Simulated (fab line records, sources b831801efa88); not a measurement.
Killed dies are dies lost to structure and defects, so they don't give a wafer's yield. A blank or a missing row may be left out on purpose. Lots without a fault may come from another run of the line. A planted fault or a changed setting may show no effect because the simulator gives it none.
One fault seen from 2 desks | flow sky130 | each desk has only its own numbers; what lay behind them comes last

THE TOOL OWNER'S DESK: furnace-02
The tool's own readings at SKY_GATE_OXIDE_OXIDATION_16 (stabilise 600 s, purge 300 s, target thk 3.57 nm): means of the sampled wafers that have a number, for each lot that ran on this tool. A lot is out of limits, marked OUT, if its mean lies more than 4 standard deviations from the usual mean; the brackets give that distance.
Columns: A = spike_tc_bottom_C at SKY_GATE_OXIDE_OXIDATION_16, usual 820.3 C; B = spike_tc_centre_C at SKY_GATE_OXIDE_OXIDATION_16, usual 800.7 C; C = spike_tc_lower_C at SKY_GATE_OXIDE_OXIDATION_16, usual 801.3 C; D = spike_tc_top_C at SKY_GATE_OXIDE_OXIDATION_16, usual 811.7 C; E = spike_tc_upper_C at SKY_GATE_OXIDE_OXIDATION_16, usual 800.2 C; F = zone_power_lower_pct at SKY_GATE_OXIDE_OXIDATION_16, usual 13.6 %
lot  | first seen here | A                | B               | C               | D                | E               | F
L826 | day 15 02:50    | 819.2            | 800.2           | 801.8           | 812.2            | 800.5           | 13.0
L832 | day 16 23:56    | 818.3            | 802.1           | 801.1           | 812.2            | 800.2           | 12.8
L833 | day 17 10:07    | 819.4            | 800.8           | 801.8           | 813.7            | 801.0           | 12.8
L844 | day 21 05:57    | 806.2 (-7.4) OUT | 788.6 (-11) OUT | 790.2 (-10) OUT | 800.9 (-4.7) OUT | 789.0 (-10) OUT | 12.7
L845 | day 21 10:58    | 807.5 (-6.7) OUT | 788.1 (-11) OUT | 789.3 (-11) OUT | 801.5 (-4.4) OUT | 788.6 (-11) OUT | 12.7
This desk's finding: out of limits on L844, L845; first on L844, day 21 05:57 (spike_tc_bottom_C at SKY_GATE_OXIDE_OXIDATION_16). In limits: L826, L832, L833.

THE METROLOGY DESK
What the gauges read, lot by lot, whatever tool the lot ran on: means of the sampled wafers that have a number. A lot is out of limits, marked OUT, if its mean lies more than 4 standard deviations from the usual mean; the brackets give that distance.
Columns: A = GATE_OXIDE_OVL at SKY_GATE_OXIDE_OVL_MEAS_10, usual 1.1 nm; B = GATE_OXIDE_TW at SKY_GATE_OXIDE_TW_MEAS_14, usual 223.2
lot  | first seen here | A    | B
L826 | day 14 23:24    | 0.2  | 222.8
L832 | day 16 23:26    | 2.5  | 223.6
L833 | day 17 09:37    | 0.6  | 222.1
L839 | day 19 18:55    | -0.3 | 225.0
L844 | day 21 05:27    | 2.3  | 223.5
L845 | day 21 10:21    | -1.4 | 223.9
This desk's finding: nothing out of limits on any of the 6 lots.

PUT TOGETHER
The tool owner's desk could have raised an alarm at day 21 05:57, on L844, L845.
The metrology desk saw nothing out of limits.
The metrology desk has L844, L845 on record, within its limits.
Of the lots named, all ran SKY_GATE_OXIDE_OXIDATION_16 on furnace-02.

WHAT THE SIMULATOR HAD PUT IN
Process parameter drift: furnace-02, from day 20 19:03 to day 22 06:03, at SKY_GATE_OXIDE_OXIDATION_16. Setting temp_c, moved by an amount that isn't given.
Lots struck among those shown: L844, L845.
Hours from the fault's start to each desk's first reading out of limits: the tool owner's desk, 11.
